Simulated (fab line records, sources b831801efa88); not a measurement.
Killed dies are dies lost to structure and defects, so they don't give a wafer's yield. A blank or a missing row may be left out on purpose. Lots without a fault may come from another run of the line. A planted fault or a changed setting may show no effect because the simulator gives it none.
Which tool did it? | flow sky130 | 14 lots, 42 wafers sampled, at 4 steps of a route of 708

WHAT THE GAUGES READ, wafer by wafer
SKY_PWDE_OVL_MEAS_07. Usual: PWDE_OVL 0.9 nm, standard deviation 1.4.
lot  | measured    | on         | PWDE_OVL (nm)  | flag
L751 | day 4 05:44 | overlay-02 | 2.5 1.8 2.6    |
L752 | day 4 07:43 | overlay-01 | 0.5 0.1 0.4    |
L755 | day 5 00:56 | overlay-01 | 0.3 0.1 -0.7   |
L756 | day 5 01:19 | overlay-01 | 0.7 1.5 1.9    |
L757 | day 5 05:49 | overlay-01 | 1.4 1.3 0.0    |
L760 | day 5 22:59 | overlay-01 | 0.9 0.4 0.8    |
L761 | day 6 04:13 | overlay-02 | 1.0 2.7 2.5    |
L763 | day 6 17:16 | overlay-01 | 0.1 -0.7 -0.7  |
L764 | day 7 01:11 | overlay-02 | -0.4 1.0 -0.3  |
L765 | day 7 04:37 | overlay-01 | 1.7 2.6 2.5    |
L766 | day 7 11:01 | overlay-01 | -0.4 -0.2 -1.2 |
L768 | day 7 22:02 | overlay-02 | 2.2 3.5 2.2    |
L773 | day 9 13:14 | overlay-01 | 0.8 0.5 1.3    |
L774 | day 9 13:35 | overlay-02 | -1.8 -0.2 -2.3 |

SKY_VT_ADJUST_LVTN_OVL_MEAS_07. Usual: VT_ADJUST_LVTN_OVL 1.2 nm, standard deviation 1.2.
lot  | measured     | on         | VT_ADJUST_LVTN_OVL (nm) | flag
L751 | day 7 07:07  | overlay-01 | -0.1 1.5 1.7            |
L752 | day 7 09:37  | overlay-02 | -0.1 0.0 1.1            |
L755 | day 8 06:24  | overlay-01 | 0.2 1.9 1.4             |
L756 | day 8 08:03  | overlay-02 | 2.6 3.2 2.5             |
L757 | day 8 12:26  | overlay-02 | 0.7 1.0 2.2             |
L760 | day 9 09:03  | overlay-02 | 1.0 2.1 2.8             |
L761 | day 9 12:53  | overlay-02 | 2.1 3.7 2.8             |
L763 | day 10 06:07 | overlay-01 | -1.5 -1.8 -0.1          |
L764 | day 10 14:36 | overlay-02 | 2.1 3.0 2.2             |
L765 | day 10 18:58 | overlay-01 | -0.2 1.3 1.9            |
L766 | day 11 01:39 | overlay-02 | 1.1 1.3 0.6             |
L768 | day 11 15:50 | overlay-01 | 1.6 2.1 2.7             |
L773 | day 13 13:28 | overlay-02 | 1.0 0.9 -0.1            |
L774 | day 13 14:38 | overlay-01 | 0.2 -1.0 0.5            |

SKY_VT_ADJUST_LVTN_OVL_MEAS_18. Usual: VT_ADJUST_LVTN_01_OVL -0.4 nm, standard deviation 1.5.
lot  | measured     | on         | VT_ADJUST_LVTN_01_OVL (nm) | flag
L751 | day 8 02:05  | overlay-02 | 3.0 1.6 3.2                |
L752 | day 8 04:09  | overlay-02 | -1.9 -2.5 -2.1             |
L755 | day 9 02:59  | overlay-02 | -0.3 -0.8 -0.5             |
L756 | day 9 05:33  | overlay-02 | -2.1 -3.2 -2.5             |
L757 | day 9 10:37  | overlay-01 | -1.1 -0.2 -1.1             |
L760 | day 10 07:11 | overlay-01 | 1.2 0.1 -0.4               |
L761 | day 10 12:08 | overlay-02 | 2.2 2.4 2.7                |
L763 | day 11 04:59 | overlay-02 | 0.1 -0.1 0.2               |
L764 | day 11 14:29 | overlay-01 | -1.5 -2.3 -1.0             |
L765 | day 11 18:41 | overlay-01 | -1.9 -0.5 -0.6             |
L766 | day 12 01:59 | overlay-02 | -0.3 -1.9 -0.9             |
L768 | day 12 16:02 | overlay-02 | 1.7 1.1 0.7                |
L773 | day 14 15:34 | overlay-01 | -0.9 -2.2 -1.5             |
L774 | day 14 17:17 | overlay-02 | -0.6 -2.5 -1.4             |

WHICH TOOL RAN EACH LOT (tool, then ch and the chambers of the sampled wafers, then the start)
lot  | SKY_VT_ADJUST_HVTP_STRIP_10
L751 | plasma_asher-04 ch 0,1, day 6 11:42
L752 | plasma_asher-02 ch 1, day 6 14:25
L755 | plasma_asher-02 ch 0,1, day 7 10:41
L756 | plasma_asher-01 ch 0, day 7 12:08
L757 | plasma_asher-02 ch 0,1, day 7 16:43
L760 | plasma_asher-01 ch 1, day 8 11:25
L761 | plasma_asher-01 ch 0,1, day 8 15:37
L763 | plasma_asher-01 ch 0,1, day 9 08:23
L764 | plasma_asher-01 ch 0,1, day 9 15:55
L765 | plasma_asher-04 ch 0,1, day 9 20:37
L766 | plasma_asher-01 ch 0, day 10 02:22
L768 | plasma_asher-04 ch 0,1, day 10 16:12
L773 | plasma_asher-02 ch 0,1, day 12 11:50
L774 | plasma_asher-01 ch 0, day 12 13:29
- SKY_VT_ADJUST_HVTP_STRIP_10: strips in O2/N2.

WHAT THE TOOLS THEMSELVES READ (means of the sampled wafers that have a number; where no wafer has one, the mark that the record gives instead)
SKY_VT_ADJUST_HVTP_STRIP_10. Usual: chamber_pressure_mTorr 1500.0 mTorr, standard deviation 1.3; drypump_motor_current_A 6.1 A, standard deviation 0.53; oes_product_au 0.716 a.u., standard deviation 0.0045; strip_time_to_endpoint_s 14.17 s, standard deviation 0.034.
lot  | tool            | chamber_pressure_mTorr (mTorr) | drypump_motor_current_A (A) | oes_product_au (a.u.) | strip_time_to_endpoint_s (s) | flag
L751 | plasma_asher-04 | 1499.7                         | 6.3                         | 0.713                 | 14.17                        |
L752 | plasma_asher-02 | 1500.6                         | 6.1                         | 0.716                 | 14.11                        |
L755 | plasma_asher-02 | 1500.6                         | 5.3                         | 0.713                 | 14.17                        |
L756 | plasma_asher-01 | 1499.6                         | 6.6                         | 0.719                 | 14.17                        |
L757 | plasma_asher-02 | 1499.3                         | 5.3                         | 0.713                 | 14.19                        |
L760 | plasma_asher-01 | 1499.5                         | 5.8                         | 0.717                 | 14.14                        |
L761 | plasma_asher-01 | 1499.4                         | 6.1                         | 0.717                 | 14.13                        |
L763 | plasma_asher-01 | 1799.9                         | 6.3                         | 0.742                 | 13.57                        | OFF
L764 | plasma_asher-01 | 1802.2                         | 6.3                         | 0.739                 | 13.64                        | OFF
L765 | plasma_asher-04 | 1498.9                         | 6.3                         | 0.715                 | 14.20                        |
L766 | plasma_asher-01 | 1799.1                         | 6.6                         | 0.735                 | 13.65                        | OFF
L768 | plasma_asher-04 | 1500.1                         | 6.1                         | 0.719                 | 14.17                        |
L773 | plasma_asher-02 | 1499.4                         | 5.7                         | 0.716                 | 14.17                        |
L774 | plasma_asher-01 | 1500.3                         | 6.6                         | 0.716                 | 14.18                        |

THE ANSWER, worked out from the rows above alone
Rule: a lot is off if the mean of its wafers that have a number lies more than 3 standard deviations from the usual mean. A lot without any number at a reading at which 4 lots or more have one is off too. The other lots that the step has rows for count as sound. The gauges are gone through in route order, then the tools' own readings, and for those a lot's mean is taken as printed above. The first step at which some lot is off is used, and at that step the reading that is off furthest; a lot without a number counts as furthest.
Off: L763, L764, L766, at SKY_VT_ADJUST_HVTP_STRIP_10 (chamber_pressure_mTorr).
A tool fits if, at that step or a process step before it, it ran every lot that is off, and no sound lot after the first of them. None of those tried fits.

WHAT THE SIMULATOR HAD PUT IN
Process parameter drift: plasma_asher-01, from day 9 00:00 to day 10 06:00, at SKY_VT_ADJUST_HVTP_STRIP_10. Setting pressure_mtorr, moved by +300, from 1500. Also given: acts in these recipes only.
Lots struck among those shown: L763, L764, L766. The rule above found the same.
